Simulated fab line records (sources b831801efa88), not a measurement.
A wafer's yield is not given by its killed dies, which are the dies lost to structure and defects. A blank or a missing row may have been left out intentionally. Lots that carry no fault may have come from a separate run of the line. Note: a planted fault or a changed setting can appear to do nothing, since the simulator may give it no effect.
Which tool did it? / flow gf180mcu / 13 lots with 37 wafers sampled at 5 steps, on a route of 602 steps

== WHAT THE GAUGES SHOWED, per wafer ==
GF_M1_OVL_MEAS_15. Usual: M1_OVL typically reads -3 nm, with standard deviation 6.1.
lot=L121; measured=day 17 11:47; on=overlay-01; M1_OVL (nm)=0 -8 -3; flag=
lot=L122; measured=day 18 03:24; on=overlay-02; M1_OVL (nm)=-10 -15 -11; flag=
lot=L123; measured=day 18 13:56; on=overlay-02; M1_OVL (nm)=-5 -1 0; flag=
lot=L124; measured=day 18 19:58; on=overlay-01; M1_OVL (nm)=-3 -2 -2; flag=
lot=L126; measured=day 19 07:21; on=overlay-02; M1_OVL (nm)=2 5 3; flag=
lot=L130; measured=day 20 18:16; on=overlay-02; M1_OVL (nm)=-5 -3; flag=
lot=L133; measured=day 22 03:28; on=overlay-01; M1_OVL (nm)=9 1; flag=
lot=L136; measured=day 23 00:07; on=overlay-02; M1_OVL (nm)=-8 3 -3; flag=
lot=L139; measured=day 23 21:19; on=overlay-02; M1_OVL (nm)=-5 -9 -5; flag=
lot=L140; measured=day 24 05:54; on=overlay-02; M1_OVL (nm)=-5 -4 -7; flag=
lot=L141; measured=day 24 16:53; on=overlay-01; M1_OVL (nm)=-4 -5 -10; flag=
lot=L142; measured=day 24 19:45; on=overlay-01; M1_OVL (nm)=4 6 8; flag=
lot=L143; measured=day 25 03:23; on=overlay-01; M1_OVL (nm)=-5 -15 -8; flag=

GF_V1_THK_MEAS_03. Usual: V1_CVD_02_THK typically reads 845 nm, with standard deviation 11.
lot=L121; measured=day 17 12:54; on=film metro-01; V1_CVD_02_THK (nm)=846 851 861; flag=
lot=L122; measured=day 18 04:21; on=film metro-03; V1_CVD_02_THK (nm)=860 852 862; flag=
lot=L123; measured=day 18 14:50; on=film metro-04; V1_CVD_02_THK (nm)=842 836 851; flag=
lot=L124; measured=day 18 20:52; on=film metro-01; V1_CVD_02_THK (nm)=834 847 845; flag=
lot=L126; measured=day 19 08:17; on=film metro-01; V1_CVD_02_THK (nm)=834 846 859; flag=
lot=L130; measured=day 20 19:11; on=film metro-01; V1_CVD_02_THK (nm)=886 842 886 842; flag=
lot=L133; measured=day 22 04:23; on=film metro-03; V1_CVD_02_THK (nm)=862 835 864 835; flag=
lot=L136; measured=day 23 01:01; on=film metro-04; V1_CVD_02_THK (nm)=844 845 839; flag=
lot=L139; measured=day 23 22:14; on=film metro-03; V1_CVD_02_THK (nm)=832 851 841; flag=
lot=L140; measured=day 24 06:48; on=film metro-03; V1_CVD_02_THK (nm)=834 862 843; flag=
lot=L141; measured=day 24 17:47; on=film metro-03; V1_CVD_02_THK (nm)=857 840 874; flag=
lot=L142; measured=day 24 20:41; on=film metro-04; V1_CVD_02_THK (nm)=830 841 822; flag=
lot=L143; measured=day 25 04:18; on=film metro-01; V1_CVD_02_THK (nm)=855 863 865; flag=

== WHAT TOOL EACH LOT RAN ON (gives the tool, then ch and the chambers of the sampled wafers, and finally the start) ==
lot=L121; GF_M1_SPUTTER_00=pvd sputter-02, day 16 12:17; GF_M1_SPUTTER_04=pvd sputter-02, day 16 12:28; GF_V1_CVD_02=pecvd-01 ch 0,1, day 17 12:50
lot=L122; GF_M1_SPUTTER_00=pvd sputter-04, day 17 03:25; GF_M1_SPUTTER_04=pvd sputter-04, day 17 03:36; GF_V1_CVD_02=pecvd-02 ch 0,1,2, day 18 04:17
lot=L123; GF_M1_SPUTTER_00=pvd sputter-02, day 17 13:25; GF_M1_SPUTTER_04=pvd sputter-02, day 17 13:35; GF_V1_CVD_02=pecvd-02 ch 0,2, day 18 14:46
lot=L124; GF_M1_SPUTTER_00=pvd sputter-02, day 17 20:05; GF_M1_SPUTTER_04=pvd sputter-02, day 17 20:16; GF_V1_CVD_02=pecvd-01 ch 1,2, day 18 20:47
lot=L126; GF_M1_SPUTTER_00=pvd sputter-03, day 18 07:13; GF_M1_SPUTTER_04=pvd sputter-03, day 18 07:24; GF_V1_CVD_02=pecvd-04 ch 0,1,2, day 19 08:13
lot=L130; GF_M1_SPUTTER_00=pvd sputter-04, day 19 17:34; GF_M1_SPUTTER_04=pvd sputter-04, day 19 17:45; GF_V1_CVD_02=pecvd-04 ch 1,2, day 20 19:06
lot=L133; GF_M1_SPUTTER_00=pvd sputter-02, day 21 04:04; GF_M1_SPUTTER_04=pvd sputter-02, day 21 04:15; GF_V1_CVD_02=pecvd-04 ch 0,1, day 22 04:17
lot=L136; GF_M1_SPUTTER_00=pvd sputter-02, day 22 00:48; GF_M1_SPUTTER_04=pvd sputter-02, day 22 00:59; GF_V1_CVD_02=pecvd-02 ch 0,1,2, day 23 00:56
lot=L139; GF_M1_SPUTTER_00=pvd sputter-04, day 22 22:29; GF_M1_SPUTTER_04=pvd sputter-04, day 22 22:40; GF_V1_CVD_02=pecvd-01 ch 0,1, day 23 22:08
lot=L140; GF_M1_SPUTTER_00=pvd sputter-04, day 23 07:18; GF_M1_SPUTTER_04=pvd sputter-04, day 23 07:29; GF_V1_CVD_02=pecvd-01 ch 0,1, day 24 06:44
lot=L141; GF_M1_SPUTTER_00=pvd sputter-04, day 23 18:41; GF_M1_SPUTTER_04=pvd sputter-04, day 23 18:52; GF_V1_CVD_02=pecvd-04 ch 1,2, day 24 17:43
lot=L142; GF_M1_SPUTTER_00=pvd sputter-04, day 23 21:37; GF_M1_SPUTTER_04=pvd sputter-04, day 23 21:48; GF_V1_CVD_02=pecvd-04 ch 0,1,2, day 24 20:37
lot=L143; GF_M1_SPUTTER_00=pvd sputter-03, day 24 05:11; GF_M1_SPUTTER_04=pvd sputter-03, day 24 05:22; GF_V1_CVD_02=pecvd-01 ch 0,1, day 25 04:13
- GF_M1_SPUTTER_00: material Ti, target thk 37.5 nm, time 150 s.
- GF_M1_SPUTTER_04: material TiN, target thk 50 nm, time 41.7 s.
- GF_V1_CVD_02: deposits SiO2 from TEOS, target thk 850 nm, time 94.851 s.

== WHAT THE TOOLS THEMSELVES READ (means of the sampled wafers that have a number; where no wafer has one, the mark that the record gives instead) ==
GF_M1_SPUTTER_00. Usual: chamber pressure pa 2.000 Pa, standard deviation 0.0038; throttle valve pct 30.3 %, standard deviation 0.71.
lot=L121; tool=pvd sputter-02; chamber pressure pa (Pa)=2.000; throttle valve pct (%)=30.6; flag=
lot=L122; tool=pvd sputter-04; chamber pressure pa (Pa)=2.000; throttle valve pct (%)=30.1; flag=
lot=L123; tool=pvd sputter-02; chamber pressure pa (Pa)=2.004; throttle valve pct (%)=30.8; flag=
lot=L124; tool=pvd sputter-02; chamber pressure pa (Pa)=2.000; throttle valve pct (%)=30.9; flag=
lot=L126; tool=pvd sputter-03; chamber pressure pa (Pa)=1.999; throttle valve pct (%)=29.7; flag=
lot=L130; tool=pvd sputter-04; chamber pressure pa (Pa)=2.003; throttle valve pct (%)=29.8; flag=
lot=L133; tool=pvd sputter-02; chamber pressure pa (Pa)=2.002; throttle valve pct (%)=30.6; flag=
lot=L136; tool=pvd sputter-02; chamber pressure pa (Pa)=2.000; throttle valve pct (%)=30.9; flag=
lot=L139; tool=pvd sputter-04; chamber pressure pa (Pa)=1.999; throttle valve pct (%)=29.9; flag=
lot=L140; tool=pvd sputter-04; chamber pressure pa (Pa)=1.997; throttle valve pct (%)=30.3; flag=
lot=L141; tool=pvd sputter-04; chamber pressure pa (Pa)=2.003; throttle valve pct (%)=30.2; flag=
lot=L142; tool=pvd sputter-04; chamber pressure pa (Pa)=2.004; throttle valve pct (%)=30.2; flag=
lot=L143; tool=pvd sputter-03; chamber pressure pa (Pa)=1.999; throttle valve pct (%)=30.1; flag=

GF_M1_SPUTTER_04. Usual: chamber pressure pa 0.3999 Pa, standard deviation 0.00082; throttle valve pct 30.3 %, standard deviation 0.72.
lot=L121; tool=pvd sputter-02; chamber pressure pa (Pa)=0.3987; throttle valve pct (%)=30.6; flag=
lot=L122; tool=pvd sputter-04; chamber pressure pa (Pa)=0.3985; throttle valve pct (%)=29.9; flag=
lot=L123; tool=pvd sputter-02; chamber pressure pa (Pa)=0.3999; throttle valve pct (%)=30.9; flag=
lot=L124; tool=pvd sputter-02; chamber pressure pa (Pa)=0.4005; throttle valve pct (%)=30.8; flag=
lot=L126; tool=pvd sputter-03; chamber pressure pa (Pa)=0.4001; throttle valve pct (%)=29.8; flag=
lot=L130; tool=pvd sputter-04; chamber pressure pa (Pa)=0.4009; throttle valve pct (%)=29.8; flag=
lot=L133; tool=pvd sputter-02; chamber pressure pa (Pa)=0.3999; throttle valve pct (%)=30.5; flag=
lot=L136; tool=pvd sputter-02; chamber pressure pa (Pa)=0.3999; throttle valve pct (%)=31.0; flag=
lot=L139; tool=pvd sputter-04; chamber pressure pa (Pa)=0.4002; throttle valve pct (%)=30.0; flag=
lot=L140; tool=pvd sputter-04; chamber pressure pa (Pa)=0.4001; throttle valve pct (%)=30.2; flag=
lot=L141; tool=pvd sputter-04; chamber pressure pa (Pa)=0.4004; throttle valve pct (%)=30.1; flag=
lot=L142; tool=pvd sputter-04; chamber pressure pa (Pa)=0.3999; throttle valve pct (%)=30.0; flag=
lot=L143; tool=pvd sputter-03; chamber pressure pa (Pa)=0.4000; throttle valve pct (%)=30.3; flag=

GF_V1_CVD_02. Usual: heater power w 731 W, standard deviation 120; run length s 123.0 s, standard deviation 0.46.
lot=L121; tool=pecvd-01; heater power w (W)=795; run length s (s)=123.5; flag=
lot=L122; tool=pecvd-02; heater power w (W)=588; run length s (s)=122.8; flag=
lot=L123; tool=pecvd-02; heater power w (W)=640; run length s (s)=122.4; flag=
lot=L124; tool=pecvd-01; heater power w (W)=732; run length s (s)=123.1; flag=
lot=L126; tool=pecvd-04; heater power w (W)=721; run length s (s)=122.4; flag=
lot=L130; tool=pecvd-04; heater power w (W)=696; run length s (s)=125.3; flag=OFF
lot=L133; tool=pecvd-04; heater power w (W)=831; run length s (s)=124.8; flag=OFF
lot=L136; tool=pecvd-02; heater power w (W)=601; run length s (s)=122.7; flag=
lot=L139; tool=pecvd-01; heater power w (W)=754; run length s (s)=123.4; flag=
lot=L140; tool=pecvd-01; heater power w (W)=845; run length s (s)=123.4; flag=
lot=L141; tool=pecvd-04; heater power w (W)=740; run length s (s)=122.4; flag=
lot=L142; tool=pecvd-04; heater power w (W)=692; run length s (s)=122.7; flag=
lot=L143; tool=pecvd-01; heater power w (W)=894; run length s (s)=123.6; flag=

== THE ANSWER, worked out from the rows above alone ==
Rule: a lot counts as off when the mean over its wafers that have a number is more than 3 standard deviations away from the usual mean. Also off: a lot with no number at a reading for which 4 or more lots have one. Where the step has rows for the other lots, those lots are counted as sound. The gauges are gone through in route order, then the tools' own readings, and for those a lot's mean is taken as printed above. The first step at which some lot is off is used, and at that step the reading that is off furthest; a lot without a number counts as furthest.
Off at GF_V1_CVD_02 (run length s): L130, L133.
A tool fits if, at that step or a process step before it, it ran every lot that is off, and no sound lot after the first of them. None of those tried fits.

== WHAT THE SIMULATOR HAD PUT IN ==
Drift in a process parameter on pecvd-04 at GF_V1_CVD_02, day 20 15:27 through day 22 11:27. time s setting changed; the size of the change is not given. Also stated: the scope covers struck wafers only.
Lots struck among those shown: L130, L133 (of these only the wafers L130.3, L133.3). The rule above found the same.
